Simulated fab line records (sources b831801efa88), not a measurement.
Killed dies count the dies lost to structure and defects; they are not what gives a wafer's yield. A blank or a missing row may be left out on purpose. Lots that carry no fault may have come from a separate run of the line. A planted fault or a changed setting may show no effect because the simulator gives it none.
fab line records    flow sky130
record: lots: 6  wafers: 18  last_day: 50
route steps=708 shown VT_ADJUST_LVTN@104 VT_ADJUST_NCORE@119 PAD_OPEN@708
lots that met no fault: from a run of the same line without faults
start_h: start of the lot's first displayed wafer, in hours after the record's first day    wait_h: time in hours since the lot's previous step    " same as the row above    L1.1+2: one row covering several wafers at once    - no value, or no start given    * or withheld: withheld    < > ~ a bound
route shown NAME@n: a module of which the file shows steps, and the number in the route of the first    usual: average and standard deviation across the fault-free wafers    same: alike in all rows    chamber/n: place in a boat    sites: the reading at each site    _std_site: standard deviation of those values    _edge_site: outer sites' mean less inner sites'    radius_mm: for every site, how far away it sits from the centre of the wafer    mask NAME#n: copy n    behind: tool/chamber where the wafer was last shaped    hold: cause of the lot's hold/its duration in hours/its outcome    device: names the non-switching transistor (n, p or np)    end of line: tests of these same wafers at the route's end    a step with no rows: only its recipe    killed: not the wafer's yield, but the dies lost to structure and defects at the first sort    map: dies across one wafer; x = killed, . = not, _ = none there
set.NAME: the setting the step ran with; set.NAME@STEP: the setting that earlier step ran with    model.NAME: the simulator's own value behind a step, which no gauge read
certain route steps with their lots: each step a table, each wafer a row
services: when a tool's chamber went out of use (start_h, in hours from the record's first day, below 0 if earlier), for how many hours, and the reason
== steps ==
step: SKY_VT_ADJUST_LVTN_OVL_MEAS_07
usual: VT_ADJUST_LVTN_OVL: 1.5/1.4
lot.wafer  tool        chamber  start_h  wait_h  VT_ADJUST_LVTN_OVL[nm]
L228.3     overlay-02  -        143.00   -       1.8
L228.4     "           -        "        "       3.3
L228.5     "           -        "        "       3.9
L234.1     overlay-01  -        183.99   -       0.2
L234.3     "           -        "        "       0.1
L234.4     "           -        "        "       0.0
L246.2     overlay-02  -        262.28   -       1.6
L246.3     "           -        "        "       1.0
L246.4     "           -        "        "       3.4
L247.1     overlay-02  -        270.09   -       2.5
L247.2     "           -        "        "       2.5
L247.3     "           -        "        "       2.3
L250.1     overlay-01  -        286.53   -       0.8
L250.3     "           -        "        "       0.5
L250.5     "           -        "        "       -0.8
L251.3     overlay-01  -        293.40   -       0.8
L251.4     "           -        "        "       0.5
L251.5     "           -        "        "       0.7
step: SKY_VT_ADJUST_LVTN_IMPLANT_08
recipe: species: B  energy_kev: 30  dose_cm2: 1.57e+12  tilt_deg: withheld
step: SKY_VT_ADJUST_LVTN_STRIP_09
recipe: chemistry: O2/N2  power_w: 1400  pressure_mtorr: 1500  platen_temp_c: withheld  o2_flow_sccm: 3000  n2_flow_sccm: 300  overash_fraction: 0.5
usual: drypump_motor_current_A: 5.5/0.32  oes_product_au: 0.722/0.0045  strip_time_to_endpoint_s: 36.88/0.098
lot.wafer  tool             chamber  start_h  wait_h  drypump_motor_current_A  oes_product_au  rf_hours_counter_h  strip_time_to_endpoint_s
L228.3     plasma_asher-04  1        143.21   0.1     5.6                      0.726           -                   37.04
L228.4     "                0        "        "       5.1                      0.723           -                   37.00
L228.5     "                0        "        "       5.1                      0.725           -                   37.03
L234.1     plasma_asher-03  1        184.17   0.1     6.1                      0.717           6                   36.92
L234.3     "                1        "        "       6.1                      0.726           -                   36.84
L234.4     "                0        "        "       5.7                      0.722           -                   36.93
L246.2     plasma_asher-03  1        262.46   0.1     6.1                      0.725           15                  36.76
L246.3     "                1        "        "       6.1                      0.724           -                   36.71
L246.4     "                0        "        "       5.7                      0.722           -                   36.87
L247.1     plasma_asher-04  0        270.41   0.1     5.1                      0.717           46                  36.97
L247.2     "                1        "        "       5.7                      0.722           46                  37.01
L247.3     "                1        "        "       5.7                      0.729           -                   36.96
L250.1     plasma_asher-04  1        286.72   0.1     5.7                      0.720           48                  36.98
L250.3     "                0        "        "       5.1                      0.723           -                   36.83
L250.5     "                1        "        "       5.7                      0.715           -                   36.95
L251.3     plasma_asher-01  1        293.61   0.1     5.2                      0.726           -                   37.01
L251.4     "                0        "        "       5.6                      0.730           -                   36.95
L251.5     "                0        "        "       5.6                      0.722           -                   36.99
step: SKY_VT_ADJUST_LVTN_TW_MEAS_10
usual: VT_ADJUST_LVTN_TW: 241.1/1.8
lot.wafer  tool           chamber  start_h  wait_h  VT_ADJUST_LVTN_TW
L228.3     film_metro-02  -        143.29   0.1     242.3
L228.4     "              -        "        "       243.3
L228.5     "              -        "        "       243.6
L234.1     film_metro-04  -        184.27   0.1     241.4
L234.3     "              -        "        "       242.9
L234.4     "              -        "        "       242.5
L246.2     film_metro-03  -        262.57   0.1     238.8
L246.3     "              -        "        "       238.2
L246.4     "              -        "        "       238.9
L247.1     film_metro-04  -        270.51   0.1     241.5
L247.2     "              -        "        "       239.5
L247.3     "              -        "        "       240.3
L250.1     film_metro-03  -        286.82   0.1     238.2
L250.3     "              -        "        "       239.6
L250.5     "              -        "        "       239.8
L251.3     film_metro-03  -        293.69   0.1     239.0
L251.4     "              -        "        "       239.4
L251.5     "              -        "        "       239.2
step: SKY_VT_ADJUST_LVTN_DEHYDRATE_11
recipe: temp_c: 200  time_s: 60
step: SKY_VT_ADJUST_LVTN_HMDS_12
recipe: prime_time_s: 60  prime_temp_c: 120
step: SKY_VT_ADJUST_LVTN_COAT_13
recipe: resist: NOVOLAK  spin_rpm: 3000  resist_thk_nm: 1140
step: SKY_VT_ADJUST_LVTN_SOFTBAKE_14
recipe: temp_c: 90  time_s: 60  resist: NOVOLAK
step: SKY_VT_ADJUST_LVTN_EXPOSE_15
recipe: mask_id: HVN_STD_DERIVED  na: 0.6  source_shape: conventional  sigma_outer: 0.6  polarization: unpolarized  target_cd_nm: 600  dose_mj: 163
step: SKY_VT_ADJUST_LVTN_PEB_16
recipe: temp_c: withheld  time_s: *  resist: NOVOLAK
step: SKY_VT_ADJUST_LVTN_DEVELOP_17
recipe: resist: NOVOLAK  developer: TMAH  develop_time_s: 61.52  dev_temp_c: 23
step: SKY_VT_ADJUST_LVTN_OVL_MEAS_18
usual: VT_ADJUST_LVTN_01_OVL: 0.1/1.4
lot.wafer  tool        chamber  start_h  wait_h  VT_ADJUST_LVTN_01_OVL[nm]
L228.3     overlay-01  -        163.09   0.1     0.0
L228.4     "           -        "        "       -0.7
L228.5     "           -        "        "       0.9
L234.1     overlay-01  -        205.38   0.1     0.0
L234.3     "           -        "        "       -1.3
L234.4     "           -        "        "       -0.9
L246.2     overlay-01  -        287.48   0.1     -1.3
L246.3     "           -        "        "       -0.8
L246.4     "           -        "        "       -0.9
L247.1     overlay-02  -        296.08   0.1     0.7
L247.2     "           -        "        "       1.6
L247.3     "           -        "        "       0.6
L250.1     overlay-01  -        312.03   0.1     0.0
L250.3     "           -        "        "       0.3
L250.5     "           -        "        "       0.9
L251.3     overlay-01  -        318.85   0.1     1.1
L251.4     "           -        "        "       0.0
L251.5     "           -        "        "       0.0
step: SKY_VT_ADJUST_LVTN_IMPLANT_19
recipe: species: B  energy_kev: 30  dose_cm2: 6.5e+11  tilt_deg: withheld
usual: beam_on_s: 9.99/0.23  faraday_current_uA: 3.67/0.081
same: implant_ion_amu: 11
lot.wafer  tool          chamber  start_h  wait_h  beam_on_s  faraday_current_uA
L228.3     implanter-01  0        163.16   0.1     10.07      3.65
L228.4     "             0        "        "       10.16      3.61
L228.5     "             0        "        "       10.10      3.63
L234.1     implanter-01  0        205.41   0.0     9.95       3.69
L234.3     "             0        "        "       10.08      3.62
L234.4     "             0        "        "       9.83       3.72
L246.2     implanter-01  0        287.54   0.0     12.09      3.04
L246.3     "             0        "        "       12.44      2.94
L246.4     "             0        "        "       12.09      3.04
L247.1     implanter-01  0        296.12   0.0     12.53      2.92
L247.2     "             0        "        "       12.05      3.02
L247.3     "             0        "        "       12.56      2.93
L250.1     implanter-04  0        312.06   0.0     9.81       3.75
L250.3     "             0        "        "       10.08      3.65
L250.5     "             0        "        "       9.93       3.68
L251.3     implanter-04  0        318.92   0.1     10.32      3.56
L251.4     "             0        "        "       9.91       3.73
L251.5     "             0        "        "       10.19      3.60
step: SKY_VT_ADJUST_LVTN_STRIP_20
recipe: chemistry: O2/N2  power_w: 1400  pressure_mtorr: 1500  platen_temp_c: withheld  o2_flow_sccm: 3000  n2_flow_sccm: 300  overash_fraction: 0.5
usual: drypump_motor_current_A: 5.50/0.3  oes_product_au: 0.716/0.0044  strip_time_to_endpoint_s: 14.17/0.043
lot.wafer  tool             chamber  start_h  wait_h  drypump_motor_current_A  oes_product_au  rf_hours_counter_h  strip_time_to_endpoint_s
L228.3     plasma_asher-04  1        163.30   0.1     5.64                     0.717           -                   14.15
L228.4     "                0        "        "       5.09                     0.718           -                   14.19
L228.5     "                1        "        "       5.66                     0.715           -                   14.21
L234.1     plasma_asher-04  1        205.56   0.1     5.63                     0.714           40                  14.12
L234.3     "                1        "        "       5.63                     0.717           -                   14.16
L234.4     "                0        "        "       5.09                     0.708           -                   14.19
L246.2     plasma_asher-01  1        287.66   0.1     5.19                     0.723           57                  14.20
L246.3     "                0        "        "       5.56                     0.720           -                   14.23
L246.4     "                1        "        "       5.22                     0.711           -                   14.21
L247.1     plasma_asher-04  1        296.27   0.1     5.63                     0.716           49                  14.21
L247.2     "                0        "        "       5.11                     0.713           49                  14.21
L247.3     "                0        "        "       5.12                     0.713           -                   14.18
L250.1     plasma_asher-01  0        312.21   0.1     5.55                     0.726           59                  14.24
L250.3     "                0        "        "       5.55                     0.707           -                   14.20
L250.5     "                1        "        "       5.18                     0.717           -                   14.18
L251.3     plasma_asher-03  1        319.05   0.1     6.07                     0.714           -                   14.18
L251.4     "                0        "        "       5.73                     0.716           -                   14.22
L251.5     "                1        "        "       6.07                     0.715           -                   14.24
step: SKY_VT_ADJUST_LVTN_TW_MEAS_21
usual: VT_ADJUST_LVTN_2_TW: 188.3/1.2
lot.wafer  tool           chamber  start_h  wait_h  VT_ADJUST_LVTN_2_TW
L228.3     film_metro-02  -        163.38   0.1     188.1
L228.4     "              -        "        "       189.0
L228.5     "              -        "        "       189.2
L234.1     film_metro-04  -        205.66   0.1     188.2
L234.3     "              -        "        "       188.5
L234.4     "              -        "        "       188.6
L246.2     film_metro-02  -        287.77   0.1     199.5
L246.3     "              -        "        "       199.3
L246.4     "              -        "        "       201.4
L247.1     film_metro-04  -        296.37   0.1     198.1
L247.2     "              -        "        "       198.3
L247.3     "              -        "        "       198.9
L250.1     film_metro-04  -        312.31   0.1     189.1
L250.3     "              -        "        "       188.8
L250.5     "              -        "        "       187.6
L251.3     film_metro-03  -        319.14   0.1     185.0
L251.4     "              -        "        "       184.4
L251.5     "              -        "        "       186.5
step: SKY_VT_ADJUST_NCORE_DEHYDRATE_00
recipe: temp_c: 200  time_s: 60
step: SKY_PAD_OPEN_PROBE_99
usual: killed_at_M0_to_M3: 44/7.3  killed_at_M4_up: 3.3/1.8  killed_at_contacts: 24/5.3  killed_at_front_end: 16/5  killed_at_other: 0.2/0.51  killed_dies: 87/10  killed_on_rim: 17/3.9  killed_open: 47/7.5  killed_short: 40/6.3
same: gross_dies: 492  killed_at_back_side: 0
lot.wafer  tool       chamber  start_h  wait_h  killed_at_M0_to_M3  killed_at_M4_up  killed_at_contacts  killed_at_front_end  killed_at_other  killed_dies  killed_on_rim  killed_open  killed_short  model.etest.res_pwell_under_gate.rs_ohm_sq  model.etest.nfet_g5v0d10v5.body_rise_v  model.etest.nfet_16v.body_rise_v
L228.3     prober-02  -        1080.27  0.2     38                  3                23                  14                   0                78           24             36           42            2284                                        0.7222                                  0.7179
L228.4     prober-02  -        1080.32  0.2     47                  2                18                  19                   0                86           19             46           40            2282                                        0.718                                   0.7183
L228.5     prober-02  -        1080.37  0.2     42                  4                26                  18                   0                90           10             39           51            2276                                        0.7178                                  0.7174
L234.1     prober-01  -        1121.29  0.1     37                  5                28                  15                   0                85           16             46           39            2279                                        0.7116                                  0.7084
L234.3     prober-01  -        1121.39  0.2     36                  5                19                  10                   0                70           15             42           28            2285                                        0.7155                                  0.7146
L234.4     prober-01  -        1121.44  0.2     31                  1                21                  17                   0                70           14             37           33            2286                                        0.7237                                  0.723
L246.2     prober-02  -        1182.31  0.1     40                  2                29                  11                   0                82           10             46           36            2258                                        0.7255                                  0.7243
L246.3     prober-02  -        1182.36  0.2     45                  3                20                  16                   0                84           13             48           36            2235                                        0.7277                                  0.7275
L246.4     prober-02  -        1182.41  0.2     35                  9                27                  13                   0                84           18             44           40            2228                                        0.7332                                  0.7321
L247.1     prober-01  -        1189.78  0.1     44                  4                35                  12                   0                95           18             51           44            2252                                        0.7431                                  0.7426
L247.2     prober-01  -        1189.83  0.1     51                  6                29                  24                   0                110          23             62           48            2243                                        0.7336                                  0.7301
L247.3     prober-01  -        1189.88  0.2     40                  5                24                  19                   0                88           21             33           55            2259                                        0.7407                                  0.7394
L250.1     prober-02  -        1200.56  0.1     57                  4                24                  22                   0                107          19             56           51            2285                                        0.7258                                  0.7246
L250.3     prober-02  -        1200.66  0.2     56                  3                20                  15                   0                94           17             46           48            2292                                        0.7321                                  0.7291
L250.5     prober-02  -        1200.76  0.2     66                  4                28                  20                   0                118          21             62           56            2294                                        0.7409                                  0.7368
L251.3     prober-01  -        1202.85  0.2     53                  9                21                  18                   0                101          18             55           46            2284                                        0.716                                   0.7158
L251.4     prober-01  -        1202.90  0.2     43                  1                37                  13                   0                94           17             57           37            2271                                        0.7099                                  0.7062
L251.5     prober-01  -        1202.95  0.2     51                  2                18                  19                   1                91           21             47           44            2282                                        0.7119                                  0.7119
killed by level:class
L228.3 LI_CONTACT:geometric_particle:open=8 FIELD_ISO:geometric_particle:short=7 CONTACT:geometric_particle:short=6 VIA1:geometric_particle:short=6 VIA1:geometric_particle:open=6 VIA2:geometric_particle:short=6 METAL2:geometric_particle:short=5 CONTACT:geometric_particle:open=4
L228.4 CONTACT:geometric_particle:open=10 VIA1:geometric_particle:open=9 METAL1:geometric_particle:short=8 VIA3:geometric_particle:short=7 VIA3:geometric_particle:open=6 METAL2:geometric_particle:short=5 FIELD_ISO:geometric_particle:open=4 VIA2:geometric_particle:open=4
L228.5 FIELD_ISO:geometric_particle:short=10 VIA2:geometric_particle:open=8 CONTACT:geometric_particle:short=8 VIA3:geometric_particle:open=8 CONTACT:geometric_particle:open=7 VIA1:geometric_particle:open=6 FIELD_ISO:geometric_particle:open=5 LI_CONTACT:geometric_particle:short=5
L234.1 CONTACT:geometric_particle:open=10 CONTACT:geometric_particle:short=8 VIA1:geometric_particle:open=7 VIA3:geometric_particle:open=7 LI_CONTACT:geometric_particle:open=6 POLY_GATE:geometric_particle:short=4 METAL1:geometric_particle:short=4 VIA1:geometric_particle:short=4
L234.3 VIA1:geometric_particle:open=11 CONTACT:geometric_particle:open=8 VIA2:geometric_particle:open=7 METAL4:geometric_particle:short=5 LI_CONTACT:geometric_particle:short=4 LI_CONTACT:geometric_particle:open=4 METAL1:geometric_particle:short=4 VIA3:geometric_particle:open=4
L234.4 POLY_GATE:geometric_particle:open=7 CONTACT:geometric_particle:open=7 VIA1:geometric_particle:open=6 CONTACT:geometric_particle:short=5 VIA3:geometric_particle:open=5 METAL1:geometric_particle:short=4 METAL2:geometric_particle:short=3 LI_CONTACT:geometric_particle:open=3
L246.2 VIA1:geometric_particle:open=11 LI_CONTACT:geometric_particle:open=9 CONTACT:geometric_particle:open=9 CONTACT:geometric_particle:short=7 VIA3:geometric_particle:short=6 FIELD_ISO:geometric_particle:short=4 FIELD_ISO:geometric_particle:open=4 VIA2:geometric_particle:short=4
L246.3 VIA2:geometric_particle:open=12 METAL1:geometric_particle:short=8 LOCAL_INTERCONNECT:geometric_particle:short=7 VIA1:geometric_particle:open=7 FIELD_ISO:geometric_particle:open=6 CONTACT:geometric_particle:open=6 LI_CONTACT:geometric_particle:open=5 METAL2:geometric_particle:short=4
L246.4 CONTACT:geometric_particle:open=12 VIA1:geometric_particle:open=8 VIA3:geometric_particle:open=6 LI_CONTACT:geometric_particle:short=6 LI_CONTACT:geometric_particle:open=5 VIA2:geometric_particle:open=5 METAL4:geometric_particle:short=5 FIELD_ISO:geometric_particle:short=4
L247.1 CONTACT:geometric_particle:open=13 LI_CONTACT:geometric_particle:open=11 VIA1:geometric_particle:open=9 METAL1:geometric_particle:short=8 VIA2:geometric_particle:open=8 METAL2:geometric_particle:short=5 FIELD_ISO:geometric_particle:short=4 CONTACT:geometric_particle:short=4
L247.2 VIA2:geometric_particle:open=14 VIA1:geometric_particle:open=11 FIELD_ISO:geometric_particle:short=10 CONTACT:geometric_particle:open=9 LI_CONTACT:geometric_particle:open=9 LOCAL_INTERCONNECT:geometric_particle:short=8 VIA3:geometric_particle:open=7 METAL2:geometric_particle:short=6
L247.3 METAL1:geometric_particle:short=9 CONTACT:geometric_particle:short=7 POLY_GATE:geometric_particle:short=6 LI_CONTACT:geometric_particle:open=6 METAL2:geometric_particle:short=6 FIELD_ISO:geometric_particle:open=5 FIELD_ISO:geometric_particle:short=5 VIA3:geometric_particle:open=5
L250.1 VIA1:geometric_particle:open=10 VIA2:geometric_particle:open=9 CONTACT:geometric_particle:open=8 VIA1:geometric_particle:short=7 METAL2:geometric_particle:short=7 VIA3:geometric_particle:open=7 FIELD_ISO:geometric_particle:short=6 LI_CONTACT:geometric_particle:open=6
L250.3 VIA1:geometric_particle:open=10 FIELD_ISO:geometric_particle:short=9 VIA1:geometric_particle:short=9 VIA3:geometric_particle:open=9 VIA2:geometric_particle:open=8 CONTACT:geometric_particle:open=7 VIA2:geometric_particle:short=7 METAL2:geometric_particle:short=5
L250.5 VIA1:geometric_particle:open=15 METAL2:geometric_particle:short=13 METAL1:geometric_particle:short=9 VIA2:geometric_particle:open=9 LI_CONTACT:geometric_particle:open=7 CONTACT:geometric_particle:open=7 CONTACT:geometric_particle:short=7 VIA3:geometric_particle:open=6
L251.3 METAL1:geometric_particle:short=11 VIA1:geometric_particle:open=10 CONTACT:geometric_particle:open=8 VIA3:geometric_particle:open=8 LI_CONTACT:geometric_particle:open=7 FIELD_ISO:geometric_particle:short=6 VIA1:geometric_particle:short=6 VIA2:geometric_particle:open=6
L251.4 CONTACT:geometric_particle:open=20 METAL1:geometric_particle:short=13 VIA2:geometric_particle:open=9 VIA1:geometric_particle:open=7 LI_CONTACT:geometric_particle:open=6 FIELD_ISO:geometric_particle:open=5 LOCAL_INTERCONNECT:geometric_particle:short=5 CONTACT:geometric_particle:short=5
L251.5 METAL1:geometric_particle:short=12 CONTACT:geometric_particle:open=10 VIA3:geometric_particle:open=8 VIA1:geometric_particle:open=7 FIELD_ISO:geometric_particle:short=6 FIELD_ISO:geometric_particle:open=5 POLY_GATE:geometric_particle:short=5 VIA2:geometric_particle:open=5
== services ==
tool             chamber  start_h  hours  kind
implanter-01     -        127.46   2.6    pm
implanter-04     -        134.91   4.1    repair
plasma_asher-01  -        145.38   26.5   repair
plasma_asher-03  -        161.29   8.1    repair
implanter-04     -        170.52   3.4    repair
plasma_asher-04  -        210.57   2.8    pm
implanter-01     -        213.21   3.8    repair
implanter-04     -        234.87   3.2    pm
plasma_asher-01  -        252.02   6.7    repair
plasma_asher-01  -        262.16   1.1    repair
implanter-04     -        266.90   6.8    repair
implanter-01     -        269.16   10.2   repair
implanter-04     -        280.59   4.5    repair
implanter-04     -        289.30   3.2    pm
== key ==
first_sign: step: SKY_VT_ADJUST_LVTN_IMPLANT_19  reading: beam_on_s  direction: up  sigmas: 10  usual: 9.99  struck: 12.29
effect: step: SKY_VT_ADJUST_LVTN_IMPLANT_19  reading: faraday_current_uA  direction: down  sigmas: 8.5  usual: 3.67  struck: 2.98
effect: step: SKY_VT_ADJUST_LVTN_TW_MEAS_21  reading: VT_ADJUST_LVTN_2_TW  direction: up  sigmas: 9  usual: 188.3  struck: 199.3
model_effect: step: SKY_PAD_OPEN_PROBE_99  value: etest.res_pwell_under_gate.rs_ohm_sq  without: 2271  struck: 2246
met_at SKY_VT_ADJUST_LVTN_IMPLANT_19
struck_wafers L246.2,L246.3,L246.4,L247.1,L247.2,L247.3
tester_left_out L246,L247
onset_between 205.41 287.54
fault: kind: process_parameter_drift  tool: implanter-01  chamber: -  onset_h: 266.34  steps: SKY_VT_ADJUST_LVTN_IMPLANT_19  channel: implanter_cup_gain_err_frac  offset: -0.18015  shape: step  end_h: 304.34
tester_left_out: of these lots the tester's yield and bins aren't shown, on N5 and GAA mostly nor the transistor test; their killed dies are dies lost to structure and defects alone, not to doping, threshold or leakage, so they don't give the yield
